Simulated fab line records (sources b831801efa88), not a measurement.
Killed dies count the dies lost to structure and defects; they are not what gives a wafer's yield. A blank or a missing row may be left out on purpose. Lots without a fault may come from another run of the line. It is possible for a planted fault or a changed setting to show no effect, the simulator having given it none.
One fault through the eyes of 2 desks | flow gf180mcu | each desk holds nothing but its own numbers, with what lay behind them at the end

## THE METROLOGY DESK
What the gauges read, lot by lot, whatever tool the lot ran on: means of the sampled wafers that have a number. Any lot whose mean is over 4 standard deviations away from the usual mean is out of limits and marked OUT; that distance is given in the brackets.
Columns: A = V2_CVD_02_THK at GF_V2_THK_MEAS_03, usual 852 nm; B = V2_OVL at GF_V2_OVL_MEAS_15, usual 1 nm
lot  | first seen here | A             | B
L793 | day 19 03:17    | 849           | 2
L795 | day 20 01:29    | 855           | 7
L796 | day 20 05:39    | 851           | -11
L799 | day 21 20:43    | 869           | 1
L802 | day 23 01:31    | 846           | -3
L803 | day 23 01:59    | 522 (-30) OUT | -1
L804 | day 23 13:20    | 528 (-29) OUT | 7
L807 | day 24 14:12    | 860           | -0
L808 | day 24 17:47    | 841           | 1
L810 | day 25 09:54    | 848           | 2
L812 | day 25 23:03    | 856           | 3
L813 | day 26 14:22    | 862           | -2
L814 | day 26 15:38    | 855           | -1
L815 | day 26 22:54    | 850           | 1
This desk reports L803, L804 out of limits; the earliest was L803 at day 23 01:59 (V2_CVD_02_THK at GF_V2_THK_MEAS_03). L793, L795, L796, L799, L802, L807, L808, L810, L812, L813, L814, L815: within limits.

## DESK OF THE TOOL OWNER: pecvd-03
The tool's own readings at GF_V2_CVD_02 (deposits SiO2 from TEOS, target thk 850 nm, time 94.851 s): means of the sampled wafers that have a number, for each lot that ran on this tool. Any lot whose mean is over 4 standard deviations away from the usual mean is out of limits and marked OUT; that distance is given in the brackets.
Columns: A = heater-power-w at GF_V2_CVD_02, usual 645 W
lot  | first seen here | A
L799 | day 21 20:38    | 727
L803 | day 23 01:53    | 751
L804 | day 23 13:14    | 770
L813 | day 26 14:17    | 705
This desk found nothing out of limits on any of the 4 lots.

## ALL TOGETHER
The metrology desk could have raised an alarm at day 23 01:59, on L803, L804.
Nothing out of limits was seen by the tool owner's desk.
On record at the tool owner's desk: L803, L804, within its limits.
Every lot named ran GF_V2_CVD_02 on pecvd-03.

## WHAT THE SIMULATOR HAD INSERTED
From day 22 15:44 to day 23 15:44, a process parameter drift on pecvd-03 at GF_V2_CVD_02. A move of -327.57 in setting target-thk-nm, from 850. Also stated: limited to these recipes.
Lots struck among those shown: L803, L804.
Per desk, hours elapsed from the start of the fault to the first reading out of limits: for the metrology desk, 10.
